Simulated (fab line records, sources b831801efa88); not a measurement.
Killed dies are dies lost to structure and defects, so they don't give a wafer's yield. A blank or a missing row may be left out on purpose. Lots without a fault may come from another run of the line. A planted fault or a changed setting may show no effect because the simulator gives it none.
Tool commonality check | flow gf180mcu | 12 lots, 36 wafers sampled

WHY IT WAS OPENED
At GF_VT_IMPLANT_RS_MEAS_48 the reading LVPWELL_RS is flagged on 2 of 12 lots. Wafers without a fault read 1197.5 ohm/sq, standard deviation 2.6.
Rule: a lot is flagged when every wafer of it that has a number lies more than 4 standard deviations from that mean, or none has a number. The other lots count as sound.

lot  | measured     | on            | LVPWELL_RS (ohm/sq), wafer by wafer | flag
L384 | day 7 14:59  | film_metro-04 | 1192.6 1192.8 1193.3                |
L387 | day 8 09:57  | film_metro-03 | 1198.0 1197.2 1196.1                |
L389 | day 9 00:41  | film_metro-03 | 1202.0 1198.0 1200.8                |
L391 | day 9 15:55  | film_metro-03 | 1200.7 1199.8 1204.0                |
L392 | day 9 20:53  | film_metro-04 | 1192.5 1198.8 1192.8                |
L396 | day 10 23:08 | film_metro-03 | 1276.9 1278.5 1278.2                | FLAGGED
L397 | day 11 05:28 | film_metro-04 | 1276.9 1277.1 1280.0                | FLAGGED
L400 | day 12 00:34 | film_metro-04 | 1197.8 1197.2 1198.3                |
L402 | day 12 13:10 | film_metro-02 | 1194.8 1195.4 1191.0                |
L404 | day 13 01:19 | film_metro-02 | 1196.9 1200.8 1200.5                |
L405 | day 14 01:39 | film_metro-04 | 1193.6 1194.2 1195.9                |
L407 | day 14 05:58 | film_metro-04 | 1198.7 1196.1 1198.5                |
The numbers of the flagged lots are 1277.9 ohm/sq on average: +80.4 ohm/sq against the usual, or +31 standard deviations.

WHICH TOOL RAN EACH LOT
The record holds 1 process step before the reading, out of a route of 602 steps. In each cell: the tool, then ch and the chambers that the sampled wafers went through, then the start.
lot  | flag    | GF_LVPWELL_IMPLANT_09
L384 |         | implanter-04 ch 0, day 3 21:58
L387 |         | implanter-03 ch 0, day 4 14:54
L389 |         | implanter-03 ch 0, day 5 01:55
L391 |         | implanter-04 ch 0, day 5 15:02
L392 |         | implanter-02 ch 0, day 5 18:30
L396 | FLAGGED | implanter-04 ch 0, day 6 16:13
L397 | FLAGGED | implanter-04 ch 0, day 6 21:58
L400 |         | implanter-02 ch 0, day 7 13:23
L402 |         | implanter-02 ch 0, day 8 02:34
L404 |         | implanter-03 ch 0, day 8 11:44
L405 |         | implanter-02 ch 0, day 9 07:31
L407 |         | implanter-03 ch 0, day 9 12:01
What these steps do:
- GF_LVPWELL_IMPLANT_09
- GF_VT_IMPLANT_RS_MEAS_48: measures by four-point-probe.

FLAGGED OVER TOTAL, TOOL BY TOOL (the gauges that took the reading come last)
step                     | tool          | lots run | flagged | share of the flagged lots | sound lots run after its first flagged lot
GF_LVPWELL_IMPLANT_09    | implanter-02  | 4        | 0       | none                      | -
GF_LVPWELL_IMPLANT_09    | implanter-03  | 4        | 0       | none                      | -
GF_LVPWELL_IMPLANT_09    | implanter-04  | 4        | 2       | all                       | 0
GF_VT_IMPLANT_RS_MEAS_48 | film_metro-02 | 2        | 0       | none                      | -
GF_VT_IMPLANT_RS_MEAS_48 | film_metro-03 | 4        | 1       | some                      | 0
GF_VT_IMPLANT_RS_MEAS_48 | film_metro-04 | 6        | 1       | some                      | 3 (L400,L405,L407)

WHAT THE TABLE ALLOWS
1 row of the table ran every flagged lot: implanter-04 at GF_LVPWELL_IMPLANT_09.
- implanter-04 at GF_LVPWELL_IMPLANT_09: 2 of its 4 lots flagged. Its last sound lot is L391 (day 5 15:02), its first flagged lot L396 (day 6 16:13): a fault that began between those two fits. Its own readings lie more than 4 standard deviations out on every wafer of the flagged lots: dose_ions_cm2, faraday_current_uA.
One tool is left: implanter-04 at GF_LVPWELL_IMPLANT_09.

WHAT THE SIMULATOR HAD PUT IN
Process parameter drift: implanter-04, from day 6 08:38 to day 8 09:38, at GF_LVPWELL_IMPLANT_09. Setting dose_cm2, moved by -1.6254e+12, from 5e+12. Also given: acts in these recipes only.
Lots struck among those shown: L396, L397. The rule above found the same.
